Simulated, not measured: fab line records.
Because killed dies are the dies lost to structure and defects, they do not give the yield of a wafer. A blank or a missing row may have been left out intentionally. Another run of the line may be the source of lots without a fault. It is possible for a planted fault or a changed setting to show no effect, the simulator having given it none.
Chamber matching + flow gf180mcu + 4 sister chambers for GF_V4_ETCH_17 on rie-diel-02
The step etches SiO2 in C4F8/O2/Ar, stops on TiN, target depth 630 nm. 4 wafers are shown with their chamber, then 6 later ones without.

== WAFERS PAIRED WITH THEIR CHAMBERS ==
| wafer  | chamber | bias-w (W) |
|--------|---------|------------|
| L265.2 | 0       | 1194       |
| L268.6 | 2       | 1200       |
| L282.3 | 1       | 1199       |
| L282.4 | 3       | 1202       |

== WAFERS WITH NO CHAMBER GIVEN ==
| wafer  | bias-w (W) |
|--------|------------|
| L283.1 | 1201       |
| L283.2 | 1205       |
| L283.3 | 1202       |
| L285.1 | 1195       |
| L285.2 | 1204       |
| L285.5 | 1203       |

== WHICH CHAMBER EACH WENT THROUGH ==
| wafer  | from the rows above          | in truth |
|--------|------------------------------|----------|
| L283.1 | can't be placed: 2 or 3 or 1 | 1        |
| L283.2 | can't be placed: 3 or 2 or 1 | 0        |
| L283.3 | can't be placed: 3 or 2 or 1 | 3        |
| L285.1 | can't be placed: 0 or 1      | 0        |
| L285.2 | can't be placed: 3 or 2 or 1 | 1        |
| L285.5 | can't be placed: 3 or 2 or 1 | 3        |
Correctly placed: 0 of 6. Not placeable from these rows: 6 (in 5, the candidates include the true chamber). 0 placed wrongly.
How it was worked out, from the rows above alone: a wafer's distance from a chamber is the root of the sum, over the readings, of the square of ((its reading less the chamber's mean) divided by the reading's scatter). The wafer belongs to the nearest chamber; if the next one is less than 2 further off, it can't be placed. The mean given for a chamber averages the wafers shown for that chamber. The scatter: root of mean squared gap, hidden wafer to nearest shown wafer, with one shown wafer a chamber.
